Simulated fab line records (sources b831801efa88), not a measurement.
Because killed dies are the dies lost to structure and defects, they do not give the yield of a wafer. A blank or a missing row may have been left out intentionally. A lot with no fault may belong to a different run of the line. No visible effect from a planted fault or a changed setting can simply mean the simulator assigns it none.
Comparing a struck lot with a sound one ; flow sfqLine ; 42 out of 325 route steps
Sound: these wafers, L467.2, L467.4, L467.6. The struck wafers were L485.1, L485.2, L485.3. The cause comes at the end.
At each step with rows: each side's tool, then ch and its chambers, then its first start. Under that, the readings that differ: sound wafers ; struck wafers ; difference of the means ; sigmas: that difference in standard deviations of wafers without a fault.
alike: same words and numbers on both sides, and readings whose means sit less than 2 such deviations apart. not compared: any withheld reading, any reading some wafer has no value for, any bound like >300 that may hide the same value, and any number with overlapping values for which the record gives no deviation.
The two part at a step that has a row with sigmas, a row that says differs or no value, or rows on one side only. Numbers that don't overlap but have no deviation are shown without sigmas and don't part them. Lack of a reading on every wafer of one side parts them only where that side has two or more wafers.

SFQ_L0_RS_MEAS_901: the measuring method here is four-point-probe.
  sound on filmMetro-04, day 2 08:35; struck on filmMetro-03, day 6 02:34
  alike: L0_MONX_KI_RS
SFQ_L0_THK_MEAS_902: measures by xrf.
  sound on filmMetro-04, day 2 08:41; struck on filmMetro-03, day 6 02:41
  alike: L0_MONX_KI_THK
then, 10 steps without rows for these wafers: SFQ_TRILAYER_L0_LITHO_COAT_010 (resist thk 62 nm); SFQ_TRILAYER_L0_LITHO_COAT_005 (resist thk 600 nm); SFQ_TRILAYER_L0_LITHO_SOFTBAKE_009; SFQ_TRILAYER_L0_LITHO_EXPOSE_006 (exposes mask L0, target cd 2000 nm); SFQ_TRILAYER_L0_LITHO_PEB_008 (peb time 60 s); SFQ_TRILAYER_L0_LITHO_DEVELOP_007 (time 60 s); SFQ_TRILAYER_L0_BARC_OPEN_METAL_ETCH_010 (etches BARC in O2, target depth 125 nm, time 41.7 s); SFQ_TRILAYER_L0_ETCH_METAL_ETCH_008 (etches MoNx KI in SF6/O2, stops on SiO2, target depth 50 nm, time 25 s); SFQ_TRILAYER_L0_STRIP_STRIP_009 (strips in O2); SFQ_TRILAYER_L0_STRIP_SOLV_CLEAN_010 (cleans in NMP, time 600 s).
-- the record jumps here: 2 days lie between the struck wafers' starts before and after --
SFQ_TRILAYER_L0_CAP_PECVD_011: deposits SiO2 from SiH4/N2O, time 13.333 s, target thk 60 nm.
  sound on pecvd-03 ch 1,2, day 4 03:54; struck on pecvd-03 ch 0,1,2, day 8 10:16
reading;sound;struck;difference;sigmas
model.SiO2_of_TRILAYER_L0_CAP_PECVD_011.thkNm (nm);59.89 60.76 60.64;94.41 93.69 93.57;+33.46;
  alike: heaterPowerW, throttleValvePct
then, 6 steps without rows for these wafers: SFQ_TRILAYER_L0_VIA_LITHO_COAT_018 (resist thk 62 nm); SFQ_TRILAYER_L0_VIA_LITHO_COAT_013 (resist thk 650 nm); SFQ_TRILAYER_L0_VIA_LITHO_SOFTBAKE_017; SFQ_TRILAYER_L0_VIA_LITHO_EXPOSE_014 (exposes mask L0V, target cd 700 nm); SFQ_TRILAYER_L0_VIA_LITHO_PEB_016 (peb time 60 s); SFQ_TRILAYER_L0_VIA_LITHO_DEVELOP_015 (time 60 s).
-- the record jumps here: 3 days lie between the struck wafers' starts before and after --
SFQ_L0V_OVL_MEAS_903:
  sound on overlay-01, day 6 06:27; struck on overlay-01, day 10 22:35
reading;sound;struck;difference;sigmas
L0V_OVL (nm);-10 -10 -8;2 1 8;+13;+2
then, 1 step without rows for these wafers: SFQ_TRILAYER_L0_VIA_BARC_OPEN_VIA_ETCH_021 (etches BARC in O2, target depth 125 nm, time 41.7 s).
SFQ_TRILAYER_L0_VIA_ETCH_VIA_ETCH_016: etches SiO2 in CHF3, stops on MoNx KI, target depth 80 nm.
  sound on rieDiel-02 ch 1,2,3, day 6 06:31; struck on rieDiel-02 ch 0,1,3, day 10 22:39
reading;sound;struck;difference;sigmas
oesProductAu (a.u.);0.837 0.837 0.843;1.004 1.006 0.999;+0.164;+20
model.L0V.featureDepthNm (nm);59.89 60.76 60.64;80.12 80.58 79.21;+19.54;
model.etch.depthNm (nm);59.89 60.76 60.64;80.12 80.58 79.21;+19.54;
  alike: drypumpMotorCurrentA
then, 2 steps without rows for these wafers: SFQ_TRILAYER_L0_VIA_STRIP_STRIP_017 (strips in O2); SFQ_TRILAYER_L0_VIA_STRIP_SOLV_CLEAN_018 (cleans in NMP, time 600 s).
SFQ_TRILAYER_M0_DEP_PRE_CLEAN_020: time 15 s.
  sound on pvdSputter-03, day 6 07:20; struck on pvdSputter-05, day 10 23:28
reading;sound;struck;difference;sigmas
model.SiO2_of_TRILAYER_L0_CAP_PECVD_011.thkNm (nm);54.89 55.76 55.64;89.41 88.69 88.57;+33.46;
  alike: biasV
SFQ_TRILAYER_M0_DEP_SPUTTER_019: material Nb, target thk 200 nm, time 133.3 s.
  sound on pvdSputter-03, day 6 07:22; struck on pvdSputter-05, day 10 23:30
  alike: throttleValvePct
SFQ_M0_RS_MEAS_904: the measuring method here is four-point-probe.
  sound on filmMetro-04, day 6 07:28; struck on filmMetro-01, day 10 23:35
  alike: M0_NB_RS
then, 6 steps without rows for these wafers: SFQ_TRILAYER_M0_LITHO_COAT_026 (resist thk 62 nm); SFQ_TRILAYER_M0_LITHO_COAT_021 (resist thk 600 nm); SFQ_TRILAYER_M0_LITHO_SOFTBAKE_025; SFQ_TRILAYER_M0_LITHO_EXPOSE_022 (exposes mask M0, target cd 500 nm); SFQ_TRILAYER_M0_LITHO_PEB_024 (peb time 60 s); SFQ_TRILAYER_M0_LITHO_DEVELOP_023 (time 60 s).
-- the record jumps here: 3 days lie between the struck wafers' starts before and after --
SFQ_M0_OVL_MEAS_906:
  sound on overlay-02, day 8 10:39; struck on overlay-01, day 13 16:49
  alike: M0_OVL
SFQ_TRILAYER_M0_BARC_OPEN_METAL_ETCH_031: etches BARC in O2, target depth 125 nm, time 41.7 s.
  sound on rieMetal-02 ch 0,1, day 8 10:41; struck on rieMetal-01 ch 0,1, day 13 16:50
  alike: drypumpMotorCurrentA, oesProductAu
  not compared: rfHoursCounterH
SFQ_TRILAYER_M0_ETCH_METAL_ETCH_024: etches Nb in Cl2/Ar, stops on SiO2, target depth 240 nm, time 120 s.
  sound on rieMetal-02 ch 0,1, day 8 10:44; struck on rieMetal-01 ch 0,1, day 13 16:54
  alike: drypumpMotorCurrentA, oesProductAu
  not compared: rfHoursCounterH
SFQ_TRILAYER_M0_STRIP_STRIP_025: strips in O2.
  sound on rieMetal-02 ch 0,1, day 8 10:52; struck on rieMetal-01 ch 0,1, day 13 17:02
  alike: drypumpMotorCurrentA, oesProductAu
  not compared: rfHoursCounterH
then, 1 step without rows for these wafers: SFQ_TRILAYER_M0_STRIP_SOLV_CLEAN_026 (cleans in NMP, time 600 s).
SFQ_TRILAYER_I0_DEP_PECVD_027: deposits SiO2 from SiH4/N2O, time 111.11 s, target thk 500 nm.
  sound on pecvd-04 ch 0,1,2, day 8 11:38; struck on pecvd-01 ch 0,1,2, day 13 17:48
  alike: heaterPowerW, throttleValvePct
then, 1 step without rows for these wafers: SFQ_TRILAYER_I0_CMP_CMP_028 (polishes SiO2).
SFQ_I0_BOW_MEAS_907:
  sound on filmMetro-04, day 8 15:31; struck on filmMetro-01, day 14 02:38
  alike: I0_BOW
-- the record jumps here: 63 days lie between the struck wafers' starts before and after (it left off in module I0 and takes up again in module M8, whose first step shown is number 325 of the route) --
SFQ_M8_BOW_MEAS_951:
  sound on filmMetro-04, day 71 12:59; struck on filmMetro-02, day 77 13:04
reading;sound;struck;difference;sigmas
model.etest.l0v.linkOhm;45.08 44.37 45.12;1e+06 1e+06 1e+06;+1e+06;
  alike: M8_BOW

## WHERE THEY PART
Earliest at SFQ_L0V_OVL_MEAS_903; latest, in this record, at SFQ_TRILAYER_L0_VIA_ETCH_VIA_ETCH_016. Later steps at which nothing parts them and some readings are alike: SFQ_TRILAYER_M0_DEP_PRE_CLEAN_020, SFQ_TRILAYER_M0_DEP_SPUTTER_019, SFQ_M0_RS_MEAS_904, SFQ_M0_OVL_MEAS_906, SFQ_TRILAYER_M0_BARC_OPEN_METAL_ETCH_031, SFQ_TRILAYER_M0_ETCH_METAL_ETCH_024, SFQ_TRILAYER_M0_STRIP_STRIP_025, SFQ_TRILAYER_I0_DEP_PECVD_027, SFQ_I0_BOW_MEAS_907, SFQ_M8_BOW_MEAS_951.

WHY: what the simulator had put in
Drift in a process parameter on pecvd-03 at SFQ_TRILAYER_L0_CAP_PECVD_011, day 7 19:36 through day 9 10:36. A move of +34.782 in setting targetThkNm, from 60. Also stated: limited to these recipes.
